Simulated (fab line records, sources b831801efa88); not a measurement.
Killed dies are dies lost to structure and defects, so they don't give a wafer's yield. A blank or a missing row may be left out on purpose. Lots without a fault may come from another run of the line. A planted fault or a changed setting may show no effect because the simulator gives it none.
Chamber matching | flow sfq_line | SFQ_TRILAYER_I0_CMP_CMP_028 on cmp-02: 4 sister chambers
The step polishes SiO2. 16 wafers are shown with their chamber, then 8 later ones without.

WAFERS WITH THEIR CHAMBER
wafer  | chamber | motor_current_A (A) | time_to_endpoint_s (s)
L794.3 | 2       | 10.8                | 212
L794.5 | 3       | 10.9                | 219
L794.6 | 2       | 10.3                | 219
L795.3 | 0       | 11.1                | 206
L795.4 | 3       | 11.0                | 219
L795.5 | 3       | 11.1                | 222
L802.4 | 3       | 11.1                | 206
L802.2 | 1       | 11.1                | 206
L802.6 | 0       | 11.3                | 222
L807.4 | 3       | 10.9                | 220
L807.5 | 3       | 10.9                | 219
L807.6 | 0       | 11.0                | 212
L809.3 | 1       | 12.0                | 215
L809.4 | 3       | 11.5                | 221
L809.5 | 2       | 10.3                | 215
L812.2 | 0       | 10.8                | 211

SIGNATURES (means of the wafers above)
reading            | chamber 0 | chamber 1 | chamber 2 | chamber 3 | scatter within a chamber
motor_current_A    | 11.050    | 11.550    | 10.467    | 11.057    | 0.286
time_to_endpoint_s | 212.75    | 210.50    | 215.33    | 218.00    | 5.6
Rule: a wafer's distance from a chamber is the root of the sum, over the readings, of the square of ((its reading less the chamber's mean) divided by the reading's scatter). The wafer belongs to the nearest chamber; if the next one is less than 2 further off, it can't be placed. The scatter: the root of (the sum of the squares of (reading less its chamber's mean) over the shown wafers, divided by (wafers less chambers)).

WAFERS WITHOUT THEIR CHAMBER
wafer  | motor_current_A (A) | time_to_endpoint_s (s)
L812.3 | 11.7                | 210
L812.5 | 11.3                | 216
L813.2 | 11.5                | 219
L813.4 | 10.3                | 227
L813.5 | 11.5                | 224
L814.1 | 11.3                | 221
L814.4 | 11.2                | 217
L814.6 | 10.9                | 221

WHICH CHAMBER EACH WENT THROUGH
wafer  | from the rows above               | in truth
L812.3 | can't be placed: 1 or 0           | 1
L812.5 | can't be placed: 3 or 0 or 1 or 2 | 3
L813.2 | can't be placed: 1 or 3 or 0      | 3
L813.4 | can't be placed: 2 or 3 or 0      | 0
L813.5 | can't be placed: 3 or 1 or 0      | 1
L814.1 | can't be placed: 3 or 0 or 1      | 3
L814.4 | can't be placed: 3 or 0 or 1      | 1
L814.6 | can't be placed: 3 or 0 or 2      | 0
Placed correctly: 0 of 8. Can't be placed from these rows: 8 (the true chamber is among the candidates in 8). Placed wrongly: 0.
